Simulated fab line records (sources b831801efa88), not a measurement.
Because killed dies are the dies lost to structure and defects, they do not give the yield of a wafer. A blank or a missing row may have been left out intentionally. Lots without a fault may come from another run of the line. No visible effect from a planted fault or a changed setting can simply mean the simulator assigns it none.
Comparing a struck lot with a sound one || flow sfq_line || 14 steps out of a route of 325
Sound: wafers L447.2, L447.3, L447.6. Struck: wafers L451.1, L451.2. (L451.3 of the same lot was not struck and is left out.) The cause comes at the end.
Each step with rows lists, per side, the tool, then ch with its chambers, then its first start. Under that, the readings that differ: sound wafers || struck wafers || difference of the means || sigmas: that difference in standard deviations of wafers without a fault.
alike: readings whose means differ by less than 2 such deviations, and words and numbers that are the same on both sides. not compared: withheld readings, readings that some wafer has no value for, bounds like >300 that may hide the same value, and numbers for which the record gives no deviation and whose values overlap.
The two part at a step that has a row with sigmas, a row that says differs or no value, or rows on one side only. When numbers do not overlap yet have no deviation, they are printed without sigmas and do not part them. A reading missing from all wafers of one side parts the sides only when that side holds two or more wafers.

SFQ_INCOMING_BOW_MEAS_900:
  struck on film_metro-01, day 3 17:00; sound on film_metro-02, day 2 21:01
  alike: INCOMING_BOW
then, 1 step without rows for these wafers: SFQ_TRILAYER_INCOMING_OXIDATION_002 (target thk 500 nm, ox time 4939 s).
SFQ_TRILAYER_L0_DEP_SPUTTER_003: material MoNx KI, target thk 40 nm, time 100 s.
  struck on pvd_sputter-06, day 3 19:29; sound on pvd_sputter-05, day 2 23:29
  alike: throttle_valve_pct
SFQ_L0_RS_MEAS_901: uses a four-point probe to measure.
  struck on film_metro-02, day 3 19:34; sound on film_metro-02, day 2 23:35
  alike: L0_MONX_KI_RS
SFQ_L0_THK_MEAS_902: measures by xrf.
  struck on film_metro-02, day 3 19:41; sound on film_metro-02, day 2 23:41
  alike: L0_MONX_KI_THK
then, 6 steps without rows for these wafers: SFQ_TRILAYER_L0_LITHO_COAT_010 (resist thk 62 nm); SFQ_TRILAYER_L0_LITHO_COAT_005 (resist thk 600 nm); SFQ_TRILAYER_L0_LITHO_SOFTBAKE_009; SFQ_TRILAYER_L0_LITHO_EXPOSE_006 (exposes mask L0, target cd 2000 nm); SFQ_TRILAYER_L0_LITHO_PEB_008 (peb time 60 s); SFQ_TRILAYER_L0_LITHO_DEVELOP_007 (time 60 s).
-- the record jumps here: 3 days lie between the struck wafers' starts before and after --
SFQ_TRILAYER_L0_BARC_OPEN_METAL_ETCH_010: etches BARC in O2, target depth 125 nm, time 41.7 s.
  sound on rie_metal-04 ch 0,1, day 6 04:36; struck on rie_metal-04 ch 0,1, day 7 04:43
{"reading": "model.KrF_of_TRILAYER_L0_LITHO_COAT_005.thk_nm (nm)", "sound": "524.4 525.5 523.3", "struck": "534.7 534.3", "difference": "+10.1", "sigmas": ""}
  alike: drypump_motor_current_A, oes_product_au
  not compared: rf_hours_counter_h
SFQ_TRILAYER_L0_ETCH_METAL_ETCH_008: etches MoNx KI in SF6/O2, stops on SiO2, target depth 50 nm, time 25 s.
  sound on rie_metal-04 ch 0,1, day 6 04:40; struck on rie_metal-04 ch 0,1, day 7 04:47
{"reading": "model.KrF_of_TRILAYER_L0_LITHO_COAT_005.thk_nm (nm)", "sound": "482.9 484 481.2", "struck": "492.7 492.6", "difference": "+9.9", "sigmas": ""}
  alike: drypump_motor_current_A, oes_product_au
  not compared: rf_hours_counter_h
SFQ_TRILAYER_L0_STRIP_STRIP_009: strips in O2.
  sound on rie_metal-04 ch 0,1, day 6 04:42; struck on rie_metal-04 ch 0,1, day 7 04:50
  alike: drypump_motor_current_A, oes_product_au
  not compared: rf_hours_counter_h

WHERE THEY PART
Nowhere in this record.

WHY: what had been put in by the simulator
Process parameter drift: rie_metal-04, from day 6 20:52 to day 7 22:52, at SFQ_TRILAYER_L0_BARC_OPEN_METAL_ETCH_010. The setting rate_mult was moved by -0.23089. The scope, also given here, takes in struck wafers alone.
